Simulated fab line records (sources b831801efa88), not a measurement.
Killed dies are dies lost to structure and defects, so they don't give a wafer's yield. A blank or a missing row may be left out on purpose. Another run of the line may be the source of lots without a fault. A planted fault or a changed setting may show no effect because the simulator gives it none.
A struck lot beside a sound one    flow sky130    14 out of 708 route steps
Sound: these wafers, L164.1, L164.4, L164.5. Struck: wafers L155.1, L155.3, L155.5. The cause is given at the end.
For every step that has rows: the tool of each side, followed by ch and its chambers, followed by its first start. Under that, the readings that differ: sound wafers    struck wafers    difference of the means    sigmas: that difference in standard deviations of wafers without a fault.
alike: readings whose means differ by less than 2 such deviations, and words and numbers that are the same on both sides. not compared: withheld readings, readings that some wafer has no value for, bounds like >300 that may hide the same value, and numbers for which the record gives no deviation and whose values overlap.
The two part at a step that has a row with sigmas, a row that says differs or no value, or rows on one side only. Non-overlapping numbers with no deviation appear without sigmas and do not part them. Lack of a reading on every wafer of one side parts them only where that side has two or more wafers.

first, 2 steps without rows for these wafers: SKY_LDD_LDN_PEB_05; SKY_LDD_LDN_DEVELOP_06 (develop time 60 s).
SKY_LDD_LDN_OVL_MEAS_07:
  sound on overlay-01, day 28 02:01; struck on overlay-01, day 25 12:23
  alike: LDD_LDN_OVL
then, 4 steps without rows for these wafers: SKY_LDD_LDN_IMPLANT_08; SKY_LDD_LDN_IMPLANT_09; SKY_LDD_LDN_IMPLANT_10; SKY_LDD_LDN_IMPLANT_11.
SKY_LDD_LDN_STRIP_12: strips in O2/N2.
  sound on plasma-asher-03 ch 0,1, day 28 02:39; struck on plasma-asher-01 ch 1, day 25 13:02
  alike: drypump-motor-current-A, oes-product-au, strip-time-to-endpoint-s
  not compared: rf-hours-counter-h
SKY_LDD_LDN_TW_MEAS_13:
  sound on film-metro-02, day 28 02:45; struck on film-metro-02, day 25 13:08
  alike: LDD_LDN_TW
then, 2 steps without rows for these wafers: SKY_LDD_LDN_CLEAN_14 (cleans in SC1/SC2, time 150 s); SKY_SPACER_CVD_00 (deposits Si3N4 from DCS/NH3, target thk 43.1 nm, time 740 s).
SKY_SPACER_THK_MEAS_01:
  sound on film-metro-04, day 28 05:34; struck on film-metro-01, day 25 14:26
  alike: SPACER_CVD_00_THK
SKY_SPACER_ETCHBACK_02: etches Si3N4 in CH3F/O2, stops on SiO2, time 46.7 s, target depth 45 nm.
  sound on rie-diel-02 ch 0,1,3, day 28 05:37; struck on rie-diel-03 ch 0,1,2, day 25 14:30
  no value came back on the struck wafers for any of 5 readings (O2_flow_sccm (sccm), bias-w (W) and others); on the sound wafers O2_flow_sccm (sccm) reads 29.94 30.11 30.07
  not compared: rf-hours-counter-h
-- the record jumps here: 22 days lie between the struck wafers' starts before and after (it left off in module SPACER and takes up again in module PAD_OPEN, whose first step shown is number 708 of the route) --
SKY_PAD_OPEN_PROBE_99:
  sound on prober-01, day 49 11:07; struck on prober-02, day 47 15:30
reading              sound      struck                                                                difference                    sigmas
hold                 - - -      await-dispo/4.1h/scrap await-dispo/4.1h/scrap await-dispo/4.1h/scrap  no value on the sound wafers  
killed-at-front-end  23 12 23   419 423 416                                                           +400                          +87
killed-dies          92 83 111  492 492 492                                                           +397                          +42
killed-on-rim        21 14 17   96 96 96                                                              +79                           +21
killed-short         36 45 63   41 28 37                                                              -13                           -2
  alike: killed_at_M0_to_M3, killed_at_M4_up, killed-at-contacts, killed-at-other, killed-open

WHERE THEY PART
First at SKY_SPACER_ETCHBACK_02; last, within this record, at SKY_PAD_OPEN_PROBE_99.

WHY: what the simulator had put in
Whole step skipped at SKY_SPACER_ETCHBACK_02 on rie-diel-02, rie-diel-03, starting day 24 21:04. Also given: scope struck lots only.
